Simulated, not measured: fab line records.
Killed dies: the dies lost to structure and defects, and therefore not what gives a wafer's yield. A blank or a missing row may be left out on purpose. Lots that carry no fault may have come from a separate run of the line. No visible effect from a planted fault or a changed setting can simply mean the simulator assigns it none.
fab line records	flow sfqLine
[record] lots = 7	wafers = 21	lastDay = 91
route steps=325 shown C5@244 M6@251
lots with no fault: from the same line, run without faults
startH: hours from the record's first day to the start of the lot's first wafer shown	waitH: hours elapsed since this lot's preceding step	" the same as in the row above	L1.1+2: a row that stands for several wafers	- no value, or no start was given	* or withheld: withheld	< > ~ a bound
route shown NAME@n: NAME is a module with steps in the file, n the number in the route of the first one	usual: mean/standard deviation of fault-free wafers	same: alike in all rows	chamber/n: place in a boat	sites: the reading at each site	_std_site: their standard deviation	_edge_site: inner sites' mean taken away from outer sites' mean	radiusMm: for every site, how far away it sits from the centre of the wafer	mask NAME#n: copy n	behind: the tool/chamber that last shaped the wafer	hold: the reason the lot was held/the length of the hold in hours/how it ended	device: transistor that didn't switch, given as n, p or np	end of line: the same wafers' tests at the end of the route	where a step has no rows: the recipe by itself	killed: dies lost to structure and defects at the first sort, not the wafer's yield	map: shows each die of a wafer: x if killed, . if not, _ if none is there
set.NAME: setting as actually run; set.NAME@STEP: the setting as run at that earlier step	model.NAME: the simulator's own value behind a step, which no gauge read
certain route steps with their lots: each step a table, each wafer a row
services: the hour from which a tool's chamber was out of use, counted from the record's first day as startH (under 0 if before that day), plus the number of hours and why
[[steps]]
[step SFQ_TRILAYER_C5_LITHO_PEB_154]
[recipe] pebTempC = 115	pebTimeS = 60	resist = KrF
[step SFQ_TRILAYER_C5_LITHO_DEVELOP_153]
[recipe] timeS = 60	resist = KrF
[step SFQ_C5_OVL_MEAS_937]
[usual] C5_OVL = 1/5.9
lot.wafer	tool	chamber	startH	waitH	C5_OVL[nm]
L115.1	overlay-02	-	1595.79	0.1	9
L115.2	"	-	"	"	10
L115.4	"	-	"	"	10
L118.2	overlay-02	-	1604.19	0.1	-2
L118.3	"	-	"	"	-3
L118.5	"	-	"	"	-5
L130.1	overlay-01	-	1702.36	0.1	4
L130.2	"	-	"	"	-2
L130.5	"	-	"	"	-6
L132.3	overlay-02	-	1715.57	0.1	12
L132.5	"	-	"	"	5
L132.6	"	-	"	"	10
L133.1	overlay-01	-	1727.56	0.1	6
L133.5	"	-	"	"	6
L133.6	"	-	"	"	7
L134.1	overlay-01	-	1734.89	0.1	-1
L134.3	"	-	"	"	-1
L134.5	"	-	"	"	3
L137.1	overlay-01	-	1748.34	1.5	5
L137.4	"	-	"	"	4
L137.6	"	-	"	"	9
[step SFQ_TRILAYER_C5_BARC_OPEN_VIA_ETCH_210]
[recipe] maskMaterial = PR	chemistry = O2	targetDepthNm = 125	target = BARC	sourceW = 500	biasW = 80	pressureMtorr = 30	timeS = 41.7
[usual] biasW = 80.01/0.23	drypumpMotorCurrentA = 5.9/0.6	oesProductAu = 0.685/0.0047	rfFwdPowerW = 495.0/2
lot.wafer	tool	chamber	startH	waitH	biasW	drypumpMotorCurrentA	oesProductAu	rfFwdPowerW	rfHoursCounterH
L115.1	rieDiel-01	3	1595.82	0.0	79.69	6.2	0.682	493.5	17
L115.2	"	1	"	"	80.18	6.0	0.678	495.9	12
L115.4	"	0	"	"	79.69	6.0	0.683	496.1	18
L118.2	rieDiel-02	1	1604.22	0.0	80.18	6.0	0.684	492.2	15
L118.3	"	2	"	"	79.72	4.7	0.683	496.9	13
L118.5	"	1	"	"	79.82	6.0	0.682	492.9	-
L130.1	rieDiel-02	2	1702.40	0.0	80.07	4.7	0.686	495.5	14
L130.2	"	1	"	"	80.07	6.0	0.678	493.2	17
L130.5	"	0	"	"	80.40	6.0	0.685	492.2	-
L132.3	rieDiel-01	3	1715.60	0.0	79.95	6.2	0.676	494.6	0
L132.5	"	2	"	"	79.96	6.4	0.695	494.5	-
L132.6	"	3	"	"	80.10	6.2	0.694	494.4	-
L133.1	rieDiel-01	2	1727.60	0.0	79.63	6.4	0.680	492.6	1
L133.5	"	2	"	"	79.82	6.5	0.688	491.1	-
L133.6	"	3	"	"	79.71	6.2	0.686	495.1	-
L134.1	rieDiel-04	1	1734.92	0.0	79.95	4.7	0.689	494.8	15
L134.3	"	0	"	"	79.86	5.7	0.692	495.7	10
L134.5	"	1	"	"	80.02	4.7	0.687	494.8	-
L137.1	rieDiel-02	0	1748.38	0.0	80.16	6.0	0.682	493.0	19
L137.4	"	2	"	"	80.43	4.7	0.686	496.2	15
L137.6	"	2	"	"	80.27	4.7	0.681	495.9	-
[step SFQ_TRILAYER_C5_ETCH_VIA_ETCH_154]
[recipe] target = SiO2	maskMaterial = PR	chemistry = CHF3	targetDepthNm = 84	sourceW = 500	biasW = 80	pressureMtorr = 30	timeS = withheld	stopOn = Nb
[usual] biasW = 80.05/0.24	drypumpMotorCurrentA = 5.9/0.6	oesProductAu = 0.895/0.007	rfFwdPowerW = 495.8/1.7
lot.wafer	tool	chamber	startH	waitH	biasW	drypumpMotorCurrentA	oesProductAu	rfFwdPowerW
L115.1	rieDiel-01	3	1595.86	0.0	80.52	6.2	0.896	494.4
L115.2	"	1	"	"	80.08	6.0	0.886	495.6
L115.4	"	0	"	"	80.31	6.0	0.896	494.7
L118.2	rieDiel-02	1	1604.26	0.0	80.20	6.0	0.891	493.6
L118.3	"	2	"	"	79.78	4.7	0.886	497.9
L118.5	"	1	"	"	80.09	6.0	0.902	497.6
L130.1	rieDiel-02	2	1702.44	0.0	80.09	4.7	0.890	496.4
L130.2	"	1	"	"	79.98	6.0	0.889	496.4
L130.5	"	0	"	"	80.38	6.0	0.912	496.8
L132.3	rieDiel-01	3	1715.64	0.0	80.39	6.2	0.907	494.7
L132.5	"	2	"	"	80.03	6.4	0.899	495.5
L132.6	"	3	"	"	80.11	6.2	0.887	495.5
L133.1	rieDiel-01	2	1727.64	0.0	79.81	6.4	0.895	491.2
L133.5	"	2	"	"	79.68	6.4	0.901	494.9
L133.6	"	3	"	"	80.17	6.2	0.897	493.0
L134.1	rieDiel-04	1	1734.96	0.0	79.78	4.7	0.899	495.5
L134.3	"	0	"	"	79.93	5.7	0.894	494.9
L134.5	"	1	"	"	80.12	4.7	0.906	496.1
L137.1	rieDiel-02	0	1748.42	0.0	79.87	5.9	0.887	493.5
L137.4	"	2	"	"	79.65	4.7	0.898	497.6
L137.6	"	2	"	"	79.66	4.7	0.906	497.8
[step SFQ_TRILAYER_C5_STRIP_STRIP_155]
[recipe] gas = O2	powerW = 200	platenTempC = 40	overashFraction = 0.65	chemistry = O2	pressureMtorr = 50
[usual] drypumpMotorCurrentA = 6.0/0.47	oesProductAu = 1.001/0.011	platenTempC = 39.99/0.12
[same] overashFraction = 0.65
lot.wafer	tool	chamber	startH	waitH	drypumpMotorCurrentA	oesProductAu	platenTempC	rfHoursCounterH
L115.1	rieMetal-02	0	1595.91	-	6.3	1.000	39.81	119
L115.2	"	1	"	"	5.1	1.001	40.00	65
L115.4	"	1	"	"	5.1	0.997	40.13	-
L118.2	rieMetal-02	1	1604.31	-	5.1	1.003	39.85	65
L118.3	"	0	"	"	6.3	0.996	40.06	-
L118.5	"	1	"	"	5.1	0.995	39.89	-
L130.1	rieMetal-04	1	1702.49	-	6.2	0.997	40.11	38
L130.2	"	0	"	"	6.2	1.011	39.87	113
L130.5	"	1	"	"	6.2	1.010	40.07	-
L132.3	rieMetal-04	0	1715.89	-	6.2	1.023	39.86	-
L132.5	"	0	"	"	6.2	1.012	39.85	-
L132.6	"	1	"	"	6.2	1.001	40.13	-
L133.1	rieMetal-01	1	1727.69	-	6.6	0.989	39.92	103
L133.5	"	0	"	"	5.5	0.984	40.00	-
L133.6	"	1	"	"	6.6	1.008	39.77	-
L134.1	rieMetal-04	0	1735.01	-	6.2	1.010	39.96	116
L134.3	"	0	"	"	6.2	1.020	39.93	-
L134.5	"	0	"	"	6.2	1.005	39.86	-
L137.1	rieMetal-02	0	1748.47	-	6.3	1.011	39.88	139
L137.4	"	1	"	"	5.1	0.997	40.12	-
L137.6	"	0	"	"	6.3	0.999	40.07	-
[step SFQ_TRILAYER_C5_STRIP_SOLV_CLEAN_156]
[recipe] chemistry = NMP	tempC = 70	timeS = 600
[step SFQ_TRILAYER_M6_DEP_PRE_CLEAN_158]
[recipe] gas = Ar	timeS = 22.5	biasV = 250
[step SFQ_TRILAYER_M6_DEP_SPUTTER_157]
[recipe] material = Nb	basePressurePa = 1.33e-06	chamberPressurePa = 0.1333	substrateTempC = 20	targetThkNm = 200	powerW = 2000	timeS = 133.3
[usual] substrateTempC = 20.02/0.11	throttleValvePct = 30.3/0.94
lot.wafer	tool	chamber	startH	waitH	substrateTempC	throttleValvePct
L115.1	pvdSputter-03	-	1596.71	0.0	20.06	30.2
L115.2	"	-	"	"	20.05	31.4
L115.4	"	-	"	"	20.00	31.0
L118.2	pvdSputter-06	-	1605.11	0.0	19.95	30.7
L118.3	"	-	"	"	20.18	29.8
L118.5	"	-	"	"	19.88	31.2
L130.1	pvdSputter-06	-	1703.29	0.0	20.03	30.7
L130.2	"	-	"	"	20.05	30.9
L130.5	"	-	"	"	20.06	30.8
L132.3	pvdSputter-03	-	1716.49	0.0	20.14	31.1
L132.5	"	-	"	"	20.18	31.3
L132.6	"	-	"	"	20.07	31.0
L133.1	pvdSputter-04	-	1728.49	0.0	20.25	30.9
L133.5	"	-	"	"	20.25	27.8
L133.6	"	-	"	"	20.10	31.5
L134.1	pvdSputter-06	-	1735.82	0.0	19.86	30.9
L134.3	"	-	"	"	19.99	30.7
L134.5	"	-	"	"	19.98	29.9
L137.1	pvdSputter-06	-	1749.27	0.0	20.03	30.8
L137.4	"	-	"	"	20.00	30.9
L137.6	"	-	"	"	19.86	29.8
[step SFQ_M6_RS_MEAS_938]
[recipe] thkMeasGauge = four-point-probe	reads = Nb_of_TRILAYER_M6_DEP_SPUTTER_157
[usual] M6_NB_RS = 0.892/0.0073
lot.wafer	tool	chamber	startH	waitH	M6_NB_RS[ohm/sq]
L115.1	filmMetro-04	-	1596.81	0.0	0.893
L115.2	"	-	"	"	0.894
L115.4	"	-	"	"	0.888
L118.2	filmMetro-02	-	1605.23	0.1	0.890
L118.3	"	-	"	"	0.877
L118.5	"	-	"	"	0.893
L130.1	filmMetro-01	-	1703.38	0.0	0.874
L130.2	"	-	"	"	0.889
L130.5	"	-	"	"	0.880
L132.3	filmMetro-01	-	1716.62	0.1	0.888
L132.5	"	-	"	"	0.888
L132.6	"	-	"	"	0.893
L133.1	filmMetro-01	-	1728.58	0.0	0.887
L133.5	"	-	"	"	0.899
L133.6	"	-	"	"	0.896
L134.1	filmMetro-04	-	1735.91	0.0	0.889
L134.3	"	-	"	"	0.889
L134.5	"	-	"	"	0.887
L137.1	filmMetro-04	-	1749.36	0.0	0.908
L137.4	"	-	"	"	0.897
L137.6	"	-	"	"	0.905
[step SFQ_TRILAYER_M6_LITHO_COAT_164]
[recipe] resist = BARC	spinRpm = 2939	resistThkNm = 62
[step SFQ_TRILAYER_M6_LITHO_COAT_159]
[recipe] resist = KrF	spinRpm = 3000	resistThkNm = 600
[usual] chillPlateTempC = 23.00/0.1	resistLineTempC = 23.00/0.086	spinSpeedRpm = 2999.9/1.9
lot.wafer	tool	chamber	startH	waitH	chillPlateTempC	resistLineTempC	spinSpeedRpm	model.KrF_of_TRILAYER_M6_LITHO_COAT_159.thkNm
L115.1	lithoTrack-02	0	1597.29	0.2	23.02	23.21	2996.1	601.3
L115.2	"	0	"	"	23.07	22.92	2996.5	602.3
L115.4	"	0	"	"	22.97	23.00	3000.1	600.6
L118.2	lithoTrack-03	0	1605.74	0.2	22.85	22.94	2998.1	597
L118.3	"	0	"	"	23.07	22.98	3000.1	597.4
L118.5	"	0	"	"	22.99	23.06	3001.9	596.1
L130.1	lithoTrack-03	0	1703.86	0.2	22.94	23.07	4061.5	515.1
L130.2	"	0	"	"	22.96	22.95	4064.0	514.8
L130.5	"	0	"	"	22.95	23.12	4060.3	513.3
L132.3	lithoTrack-03	0	1717.16	0.2	23.05	22.93	4060.7	515.6
L132.5	"	0	"	"	23.19	23.00	4060.5	515
L132.6	"	0	"	"	23.10	23.02	4061.7	513.3
L133.1	lithoTrack-03	0	1729.06	0.2	22.88	22.89	4061.6	515.3
L133.5	"	0	"	"	22.73	22.97	4060.5	515.4
L133.6	"	0	"	"	22.85	22.93	4060.4	513.4
L134.1	lithoTrack-02	0	1736.39	0.2	23.18	22.96	2997.7	600.3
L134.3	"	0	"	"	23.12	23.20	2997.3	601.6
L134.5	"	0	"	"	23.20	23.06	2996.0	600.8
L137.1	lithoTrack-02	0	1749.84	0.2	22.91	23.08	2997.2	603.3
L137.4	"	0	"	"	23.03	23.10	3003.2	604
L137.6	"	0	"	"	23.02	23.06	3000.3	602.4
[step SFQ_TRILAYER_M6_LITHO_SOFTBAKE_163]
[recipe] tempC = withheld	timeS = withheld	resist = KrF
[step SFQ_TRILAYER_M6_LITHO_EXPOSE_160]
[recipe] maskId = M6	na = 0.6	sourceShape = conventional	sigmaOuter = 0.65	targetCdNm = 500	doseMj = 14.4
[step SFQ_TRILAYER_M6_LITHO_PEB_162]
[recipe] pebTempC = 115	pebTimeS = 60	resist = KrF
[step SFQ_TRILAYER_M6_LITHO_DEVELOP_161]
[recipe] timeS = 60	resist = KrF
[step SFQ_M6_OVL_MEAS_940]
[usual] M6_OVL = 1/5.6
lot.wafer	tool	chamber	startH	waitH	M6_OVL[nm]
L115.1	overlay-01	-	1712.04	0.1	-4
L115.2	"	-	"	"	-8
L115.4	"	-	"	"	-3
L118.2	overlay-02	-	1720.37	0.1	-4
L118.3	"	-	"	"	-6
L118.5	"	-	"	"	-7
L130.1	overlay-02	-	1813.26	0.1	5
L130.2	"	-	"	"	1
L130.5	"	-	"	"	-4
L132.3	overlay-01	-	1824.07	0.1	3
L132.5	"	-	"	"	-3
L132.6	"	-	"	"	1
L133.1	overlay-02	-	1837.26	0.1	-4
L133.5	"	-	"	"	4
L133.6	"	-	"	"	7
L134.1	overlay-02	-	1844.46	0.1	7
L134.3	"	-	"	"	10
L134.5	"	-	"	"	9
L137.1	overlay-01	-	1856.99	0.1	0
L137.4	"	-	"	"	-9
L137.6	"	-	"	"	-7
[step SFQ_TRILAYER_M6_BARC_OPEN_METAL_ETCH_206]
[recipe] maskMaterial = PR	chemistry = O2	targetDepthNm = 125	target = BARC	icpW = 600	biasW = 80	pressureMtorr = 10	timeS = 41.7
[usual] biasW = 80.02/0.23	drypumpMotorCurrentA = 5.6/0.49	oesProductAu = 0.688/0.0045	rfFwdPowerW = 593.6/2.3
lot.wafer	tool	chamber	startH	waitH	biasW	drypumpMotorCurrentA	oesProductAu	rfFwdPowerW	rfHoursCounterH	model.M6.cdNm
L115.1	rieMetal-02	0	1712.07	0.0	80.11	6.3	0.690	594.3	134	500.2
L115.2	"	1	"	"	79.99	5.1	0.685	592.0	80	499.6
L115.4	"	0	"	"	79.85	6.3	0.687	591.7	-	500.6
L118.2	rieMetal-03	1	1720.40	0.0	80.06	5.2	0.682	586.9	45	497.6
L118.3	"	1	"	"	80.17	5.3	0.680	588.7	-	497.3
L118.5	"	0	"	"	80.13	5.5	0.689	595.4	-	497.5
L130.1	rieMetal-03	0	1813.30	0.0	80.04	5.5	0.694	594.1	85	496
L130.2	"	1	"	"	79.88	5.3	0.692	589.2	54	497.6
L130.5	"	1	"	"	80.32	5.3	0.687	590.7	-	495.6
L132.3	rieMetal-01	1	1824.12	0.0	80.04	6.6	0.679	593.0	-	498.3
L132.5	"	1	"	"	80.08	6.6	0.685	593.2	-	498.6
L132.6	"	0	"	"	79.34	5.5	0.687	593.9	-	497
L133.1	rieMetal-01	0	1837.30	0.0	80.50	5.5	0.688	595.4	43	498
L133.5	"	0	"	"	80.28	5.5	0.690	594.2	-	496.8
L133.6	"	1	"	"	79.65	6.6	0.686	593.2	-	499.3
L134.1	rieMetal-03	0	1844.50	0.0	79.68	5.5	0.687	596.7	91	500.6
L134.3	"	1	"	"	80.10	5.2	0.691	593.1	-	500.6
L134.5	"	0	"	"	79.92	5.5	0.690	596.3	-	499
L137.1	rieMetal-03	0	1857.03	0.0	79.85	5.5	0.697	596.5	93	500.1
L137.4	"	0	"	"	80.43	5.5	0.690	595.5	-	500.1
L137.6	"	1	"	"	80.08	5.2	0.686	593.3	-	500.2
[step SFQ_TRILAYER_M6_ETCH_METAL_ETCH_162]
[recipe] target = Nb	stopOn = SiO2	maskMaterial = PR	chemistry = Cl2/Ar	targetDepthNm = 240	icpW = 600	biasW = 80	pressureMtorr = 10	timeS = 120
[usual] biasW = 80.04/0.23	drypumpMotorCurrentA = 5.6/0.49	oesProductAu = 0.893/0.0062	rfFwdPowerW = 597.4/1.8
lot.wafer	tool	chamber	startH	waitH	biasW	drypumpMotorCurrentA	oesProductAu	rfFwdPowerW	rfHoursCounterH	model.KrF_of_TRILAYER_M6_LITHO_COAT_159.thkNm
L115.1	rieMetal-02	0	1712.13	0.0	80.18	6.3	0.898	596.2	134	381.2
L115.2	"	1	"	"	80.21	5.1	0.892	597.2	80	381.5
L115.4	"	0	"	"	79.91	6.3	0.894	596.2	-	380.4
L118.2	rieMetal-03	1	1720.46	0.0	79.76	5.3	0.898	597.8	45	384
L118.3	"	1	"	"	80.20	5.3	0.903	595.9	-	384.9
L118.5	"	0	"	"	80.13	5.5	0.896	596.9	-	376.7
L130.1	rieMetal-03	0	1813.36	0.0	80.08	5.5	0.903	600.6	85	296.1
L130.2	"	1	"	"	79.72	5.2	0.887	595.0	54	300.9
L130.5	"	1	"	"	79.96	5.2	0.901	595.3	-	299.8
L132.3	rieMetal-01	1	1824.20	0.1	80.08	6.6	0.892	598.1	-	298.6
L132.5	"	1	"	"	80.06	6.6	0.898	596.9	-	298.1
L132.6	"	0	"	"	79.73	5.5	0.898	599.4	-	298.9
L133.1	rieMetal-01	0	1837.36	0.0	79.95	5.5	0.887	595.8	44	302
L133.5	"	0	"	"	79.54	5.5	0.887	597.5	-	300.7
L133.6	"	1	"	"	79.54	6.5	0.894	599.7	-	295.5
L134.1	rieMetal-03	0	1844.56	0.0	80.14	5.5	0.892	597.2	91	380.3
L134.3	"	1	"	"	79.73	5.2	0.894	598.6	-	389.2
L134.5	"	0	"	"	80.38	5.5	0.896	598.6	-	380.8
L137.1	rieMetal-03	0	1857.09	0.0	80.58	5.4	0.890	597.2	93	382.3
L137.4	"	0	"	"	80.43	5.4	0.891	595.9	-	382.7
L137.6	"	1	"	"	79.99	5.2	0.887	595.3	-	388.8
[step SFQ_TRILAYER_M6_STRIP_STRIP_163]
[recipe] gas = O2	powerW = 200	platenTempC = 40	overashFraction = 0.65	chemistry = O2	pressureMtorr = 47.72
[usual] drypumpMotorCurrentA = 5.6/0.49	oesProductAu = 0.999/0.01	platenTempC = 40.01/0.1
[same] overashFraction = 0.65
lot.wafer	tool	chamber	startH	waitH	drypumpMotorCurrentA	oesProductAu	platenTempC	rfHoursCounterH
L115.1	rieMetal-02	0	1712.26	0.1	6.3	1.005	40.16	134
L115.2	"	1	"	"	5.1	0.995	39.89	80
L115.4	"	0	"	"	6.3	0.999	39.93	-
L118.2	rieMetal-03	1	1720.58	0.1	5.2	0.986	40.03	45
L118.3	"	1	"	"	5.2	0.986	39.94	-
L118.5	"	0	"	"	5.4	1.010	39.95	-
L130.1	rieMetal-03	0	1813.48	0.1	5.5	0.997	40.02	85
L130.2	"	1	"	"	5.2	0.974	40.04	54
L130.5	"	1	"	"	5.2	0.996	40.10	-
L132.3	rieMetal-01	1	1824.48	0.2	6.6	1.012	39.98	-
L132.5	"	1	"	"	6.6	0.995	39.96	-
L132.6	"	0	"	"	5.5	0.994	39.93	-
L133.1	rieMetal-01	0	1837.48	0.1	5.5	0.983	40.02	44
L133.5	"	0	"	"	5.5	0.972	39.89	-
L133.6	"	1	"	"	6.6	1.003	40.17	-
L134.1	rieMetal-03	0	1844.68	0.1	5.5	1.005	39.90	91
L134.3	"	1	"	"	5.2	0.982	40.01	-
L134.5	"	0	"	"	5.5	1.013	39.91	-
L137.1	rieMetal-03	0	1857.21	0.1	5.5	1.008	39.98	93
L137.4	"	0	"	"	5.5	1.009	40.09	-
L137.6	"	1	"	"	5.2	0.991	40.11	-
[[services]]
tool	chamber	startH	hours	kind
rieMetal-02	0	1571.95	20.8	repair
rieMetal-02	-	1574.88	2.8	pm
pvdSputter-04	-	1587.41	5.4	repair
pvdSputter-06	-	1594.94	3.3	repair
rieDiel-02	0	1599.52	7.4	repair
pvdSputter-04	-	1610.09	11.6	repair
pvdSputter-04	-	1623.83	3.2	repair
rieDiel-02	-	1624.16	0.6	repair
pvdSputter-04	-	1649.65	5.1	repair
rieDiel-02	1	1655.98	6.4	repair
pvdSputter-06	-	1696.79	4.0	repair
rieMetal-01	-	1712.96	14.6	pm
pvdSputter-03	-	1726.00	5.1	repair
rieDiel-04	3	1726.53	6.4	repair
rieMetal-02	1	1753.74	1.1	repair
pvdSputter-04	-	1761.62	0.5	repair
rieDiel-01	0	1766.95	3.3	repair
pvdSputter-06	-	1780.06	6.2	repair
rieMetal-03	1	1781.91	9.6	repair
pvdSputter-06	-	1784.72	1.1	repair
rieDiel-01	-	1798.77	0.6	repair
pvdSputter-06	-	1826.95	1.1	repair
rieDiel-01	-	1845.08	0.4	repair
rieDiel-04	0	1854.40	3.5	repair
[[key]]
[firstSign] step = SFQ_TRILAYER_M6_LITHO_COAT_159	reading = spinSpeedRpm	direction = up	sigmas = 99+	usual = 2999.9	struck = 4061.2
effect none on later readings
[modelEffect] step = SFQ_TRILAYER_M6_LITHO_COAT_159	value = KrF_of_TRILAYER_M6_LITHO_COAT_159.thkNm	without = 598.7	struck = 514.6
[modelEffect] step = SFQ_TRILAYER_M6_BARC_OPEN_METAL_ETCH_206	value = M6.cdNm	without = 501	struck = 497.5
[modelEffect] step = SFQ_TRILAYER_M6_ETCH_METAL_ETCH_162	value = KrF_of_TRILAYER_M6_LITHO_COAT_159.thkNm	without = 383.1	struck = 299
metAt SFQ_TRILAYER_M6_LITHO_COAT_159
struckWafers L130.1,L130.2,L130.5,L132.3,L132.5,L132.6,L133.1,L133.5,L133.6
onsetBetween 1605.74 1703.86
[fault] kind = processParameterDrift	tool = lithoTrack-03	chamber = -	onsetH = 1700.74	steps = SFQ_TRILAYER_M6_LITHO_COAT_159	channel = spinRpm	offset = 1061.3	shape = step	endH = 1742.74	actsIn = theseRecipesOnly	stated = 3000
